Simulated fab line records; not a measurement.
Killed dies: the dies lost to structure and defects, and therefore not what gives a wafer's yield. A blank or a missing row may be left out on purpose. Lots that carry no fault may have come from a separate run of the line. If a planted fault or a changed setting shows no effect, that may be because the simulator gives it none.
Which tool was responsible?	flow gf180mcu	11 lots, 33 wafers sampled, at 6 steps of a route of 602

== WHAT EACH GAUGE READ, for each wafer ==
GF_V2_THK_MEAS_25: measures by xrf. Usual: V2_W_THK 347 nm, standard deviation 5.5.
lot	measured	on	V2_W_THK (nm)	flag
L484	day 20 11:06	filmMetro-03	359 352 351	
L485	day 21 01:15	filmMetro-02	359 346 348	
L486	day 21 10:36	filmMetro-02	357 347 355	
L489	day 22 06:23	filmMetro-03	340 348 344	
L493	day 24 04:08	filmMetro-03	339 342 340	
L497	day 25 22:41	filmMetro-02	353 349 354	
L501	day 27 00:57	filmMetro-03	345 353 346	
L503	day 27 04:38	filmMetro-01	345 349 346	
L505	day 27 21:11	filmMetro-01	344 337 343	
L506	day 28 03:37	filmMetro-03	348 352 348	
L507	day 28 07:26	filmMetro-02	351 348 353	

GF_V3_THK_MEAS_01. Usual: V3_CVD_00_THK 600 nm, standard deviation 6.9.
lot	measured	on	V3_CVD_00_THK (nm)	flag
L484	day 21 12:44	filmMetro-03	596 593 598	
L485	day 22 02:50	filmMetro-02	592 607 597	
L486	day 22 11:56	filmMetro-04	1214 1214 1187	OFF
L489	day 23 07:02	filmMetro-03	595 597 598	
L493	day 25 03:35	filmMetro-02	1218 1213 1221	OFF
L497	day 26 20:34	filmMetro-03	603 604 604	
L501	day 27 23:08	filmMetro-04	612 602 608	
L503	day 28 02:13	filmMetro-03	610 611 611	
L505	day 28 18:23	filmMetro-02	603 604 609	
L506	day 29 00:14	filmMetro-04	594 598 600	
L507	day 29 04:46	filmMetro-04	605 606 602	

GF_V3_BOW_MEAS_05. Usual: V3_BOW 115 um, standard deviation 9.2.
lot	measured	on	V3_BOW (um)	flag
L484	day 21 13:14	filmMetro-04	113 109 105	
L485	day 22 03:20	filmMetro-04	119 120 115	
L486	day 22 12:35	filmMetro-02	152 142 147	OFF
L489	day 23 07:32	filmMetro-04	128 114 116	
L493	day 25 04:05	filmMetro-04	173 163 158	OFF
L497	day 26 21:03	filmMetro-03	119 113 110	
L501	day 27 23:37	filmMetro-02	114 100 101	
L503	day 28 02:49	filmMetro-03	109 106 121	
L505	day 28 18:53	filmMetro-02	122 125 136	
L506	day 29 00:44	filmMetro-04	114 115 114	
L507	day 29 05:16	filmMetro-03	116 107 117	

== TOOL THAT RAN EACH LOT (tool first, then ch and the chambers of the sampled wafers, then the start) ==
lot	GF_V2_CMP_04	GF_V2_STRIP_18	GF_V3_CVD_00
L484	cmp-02 ch 1,2,3, day 19 09:02	plasmaAsher-01 ch 0,1, day 20 10:14	hdpcvd-01 ch 0,1, day 21 12:39
L485	cmp-01 ch 0,1,3, day 19 23:08	plasmaAsher-04 ch 1, day 21 00:23	hdpcvd-02 ch 0,1,2, day 22 02:46
L486	cmp-01 ch 1,2,3, day 20 08:51	plasmaAsher-03 ch 0,1, day 21 09:44	hdpcvd-02 ch 0,1, day 22 11:37
L489	cmp-02 ch 2,3, day 21 04:45	plasmaAsher-04 ch 0, day 22 05:31	hdpcvd-02 ch 0,1,2, day 23 06:57
L493	cmp-02 ch 2,3, day 23 04:03	plasmaAsher-03 ch 0, day 24 03:14	hdpcvd-01 ch 1,2, day 25 03:16
L497	cmp-02 ch 0,1,2, day 25 00:31	plasmaAsher-01 ch 0,1, day 25 21:49	hdpcvd-01 ch 1,2, day 26 20:28
L501	cmp-02 ch 0,2,3, day 26 02:11	plasmaAsher-01 ch 0,1, day 27 00:05	hdpcvd-02 ch 0,1, day 27 23:04
L503	cmp-02 ch 1,2, day 26 06:24	plasmaAsher-03 ch 0, day 27 03:46	hdpcvd-01 ch 0,2, day 28 02:08
L505	cmp-01 ch 0,1,2, day 26 23:38	plasmaAsher-03 ch 0,1, day 27 20:17	hdpcvd-01 ch 0,2, day 28 18:18
L506	cmp-01 ch 1,2,3, day 27 05:58	plasmaAsher-03 ch 0,1, day 28 02:37	hdpcvd-02 ch 0,1,2, day 29 00:08
L507	cmp-01 ch 0,1,2, day 27 11:03	plasmaAsher-04 ch 0,1, day 28 06:34	hdpcvd-01 ch 0,1,2, day 29 04:42
- GF_V2_CMP_04: polishes SiO2.
- GF_V2_STRIP_18: strips in O2/N2.
- GF_V3_CVD_00: deposits SiO2, target thk 600 nm, time 100 s.

== AS READ BY THE TOOLS THEMSELVES (means over the sampled wafers that have a number; for cases with no such wafer, the mark the record gives instead) ==
GF_V2_CMP_04. Usual: motorCurrentA 11.7 A, standard deviation 1.1; timeToEndpointS 79 s, standard deviation 5.1.
lot	tool	motorCurrentA (A)	timeToEndpointS (s)	flag
L484	cmp-02	11.6	77	
L485	cmp-01	10.7	80	
L486	cmp-01	12.3	77	
L489	cmp-02	11.6	80	
L493	cmp-02	11.6	77	
L497	cmp-02	11.9	82	
L501	cmp-02	11.4	84	
L503	cmp-02	11.6	80	
L505	cmp-01	11.6	79	
L506	cmp-01	12.3	75	
L507	cmp-01	12.5	79	

GF_V2_STRIP_18. Usual: drypumpMotorCurrentA 5.6 A, standard deviation 0.37; heaterPowerW 322 W, standard deviation 35; oesProductAu 0.593 a.u., standard deviation 0.0051.
lot	tool	drypumpMotorCurrentA (A)	heaterPowerW (W)	oesProductAu (a.u.)	flag
L484	plasmaAsher-01	5.5	325	0.595	
L485	plasmaAsher-04	5.8	318	0.593	
L486	plasmaAsher-03	5.8	322	0.591	
L489	plasmaAsher-04	5.2	278	0.592	
L493	plasmaAsher-03	6.0	301	0.596	
L497	plasmaAsher-01	5.5	329	0.597	
L501	plasmaAsher-01	5.5	328	0.593	
L503	plasmaAsher-03	6.0	302	0.588	
L505	plasmaAsher-03	5.6	349	0.596	
L506	plasmaAsher-03	5.8	330	0.591	
L507	plasmaAsher-04	5.4	291	0.592	

GF_V3_CVD_00. Usual: 59.99 sccm for sih4FlowSccm, sd 0.19.
lot	tool	sih4FlowSccm (sccm)	flag
L484	hdpcvd-01	59.87	
L485	hdpcvd-02	60.12	
L486	hdpcvd-02	60.02	
L489	hdpcvd-02	60.10	
L493	hdpcvd-01	60.01	
L497	hdpcvd-01	60.04	
L501	hdpcvd-02	60.14	
L503	hdpcvd-01	59.93	
L505	hdpcvd-01	59.84	
L506	hdpcvd-02	59.83	
L507	hdpcvd-01	60.10	

== THE ANSWER, worked out from the rows above alone ==
Rule: lot off if the mean of its wafers having a number is beyond 3 standard deviations from the usual mean. A lot without any number at a reading at which 4 lots or more have one is off too. All remaining lots with rows at the step are treated as sound. First the gauges in route order, then the tools' own readings, where a lot's mean is used as printed above. The first step at which some lot is off is used, and at that step the reading that is off furthest; a lot without a number counts as furthest.
Off: L486, L493, at GF_V3_THK_MEAS_01 (V3_CVD_00_THK).
A tool fits if, at a process step before that reading, it ran every lot that is off, and no sound lot after the first of them. The gauges at GF_V3_THK_MEAS_01 are tried like those tools. Of those tried, none fits.

== WHAT THE SIMULATOR HAD INSERTED ==
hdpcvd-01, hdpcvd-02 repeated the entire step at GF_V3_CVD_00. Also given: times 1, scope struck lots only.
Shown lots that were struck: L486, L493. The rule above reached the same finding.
